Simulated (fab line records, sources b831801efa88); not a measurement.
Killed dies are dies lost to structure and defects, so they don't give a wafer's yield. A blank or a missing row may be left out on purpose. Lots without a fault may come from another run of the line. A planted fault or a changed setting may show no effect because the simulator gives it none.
Which tool did it? | flow sky130 | 13 lots, 39 wafers sampled, at 2 steps of a route of 708

WHAT THE GAUGES READ, wafer by wafer
SKY_LDD_HVN_OVL_MEAS_07. Usual: LDD_HVN_OVL 0.0 nm, standard deviation 1.3.
lot  | measured     | on         | LDD_HVN_OVL (nm) | flag
L888 | day 20 04:50 | overlay-02 | 0.5 0.6 -0.4     |
L889 | day 20 13:00 | overlay-02 | 0.0 -0.8 -0.7    |
L890 | day 21 01:33 | overlay-02 | -1.8 -0.8 -0.9   |
L891 | day 21 07:38 | overlay-02 | -1.6 -1.9 0.1    |
L892 | day 22 03:47 | overlay-01 | 0.4 -1.7 0.5     |
L893 | day 22 07:26 | overlay-01 | -0.5 -0.8 -1.2   |
L895 | day 22 21:50 | overlay-02 | -1.6 -1.3 0.0    |
L896 | day 23 09:14 | overlay-02 | 0.1 2.1 3.0      |
L897 | day 23 19:32 | overlay-02 | 1.3 -0.3 1.0     |
L898 | day 23 23:02 | overlay-02 | 1.3 1.4 1.7      |
L900 | day 24 21:26 | overlay-02 | 0.9 0.7 1.3      |
L901 | day 25 07:05 | overlay-01 | 1.9 1.1 1.1      |
L902 | day 26 05:05 | overlay-02 | -2.0 -1.1 -0.4   |

WHICH TOOL RAN EACH LOT (tool, then ch and the chambers of the sampled wafers, then the start)
lot  | SKY_POLY_GATE_ETCH_16
L888 | rie_diel-02 ch 0,2, day 16 08:58
L889 | rie_diel-04 ch 0,2,3, day 16 16:49
L890 | rie_diel-03 ch 0,2,3, day 17 01:11
L891 | rie_diel-02 ch 0,1,3, day 17 07:44
L892 | rie_diel-04 ch 0,1, day 18 04:22
L893 | rie_diel-02 ch 0,1,3, day 18 08:58
L895 | rie_diel-04 ch 1,2,3, day 18 23:20
L896 | rie_diel-04 ch 0,1,2, day 19 10:35
L897 | rie_diel-03 ch 1,2,3, day 19 19:46
L898 | rie_diel-02 ch 0,1, day 20 00:31
L900 | rie_diel-03 ch 2,3, day 21 00:10
L901 | rie_diel-04 ch 0,1,2, day 21 09:34
L902 | rie_diel-02 ch 1,2,3, day 22 08:13
- SKY_POLY_GATE_ETCH_16: etches Si3N4 in CH3F/O2, stops on poly-Si, time 147.5 s, target depth 75 nm.

WHAT THE TOOLS THEMSELVES READ (means of the sampled wafers that have a number; where no wafer has one, the mark that the record gives instead)
SKY_POLY_GATE_ETCH_16. Usual: drypump_motor_current_A 5.5 A, standard deviation 0.36; oes_product_au 0.641 a.u., standard deviation 0.0055; throttle_valve_pct 10.536 %, standard deviation 0.0093.
lot  | tool        | drypump_motor_current_A (A) | oes_product_au (a.u.) | throttle_valve_pct (%) | flag
L888 | rie_diel-02 | 5.5                         | 0.643                 | 10.531                 |
L889 | rie_diel-04 | 5.5                         | 0.636                 | 10.544                 |
L890 | rie_diel-03 | 5.6                         | 0.642                 | 10.544                 |
L891 | rie_diel-02 | 5.3                         | 0.640                 | 10.541                 |
L892 | rie_diel-04 | 6.1                         | 0.644                 | 10.539                 |
L893 | rie_diel-02 | 5.2                         | 0.641                 | 10.537                 |
L895 | rie_diel-04 | 5.6                         | 0.641                 | 10.533                 |
L896 | rie_diel-04 | 5.7                         | 0.636                 | 10.530                 |
L897 | rie_diel-03 | 5.5                         | 0.636                 | 10.530                 |
L898 | rie_diel-02 | 5.1                         | 0.634                 | 10.539                 |
L900 | rie_diel-03 | 5.5                         | 0.639                 | 10.533                 |
L901 | rie_diel-04 | 5.7                         | 0.643                 | 10.543                 |
L902 | rie_diel-02 | 5.5                         | 0.641                 | 10.535                 |

THE ANSWER, worked out from the rows above alone
Rule: a lot is off if the mean of its wafers that have a number lies more than 3 standard deviations from the usual mean. A lot without any number at a reading at which 4 lots or more have one is off too. The other lots that the step has rows for count as sound. The gauges are gone through in route order, then the tools' own readings, and for those a lot's mean is taken as printed above. The first step at which some lot is off is used, and at that step the reading that is off furthest; a lot without a number counts as furthest.
No lot is off at any reading shown: from this, nothing can be told.

WHAT THE SIMULATOR HAD PUT IN
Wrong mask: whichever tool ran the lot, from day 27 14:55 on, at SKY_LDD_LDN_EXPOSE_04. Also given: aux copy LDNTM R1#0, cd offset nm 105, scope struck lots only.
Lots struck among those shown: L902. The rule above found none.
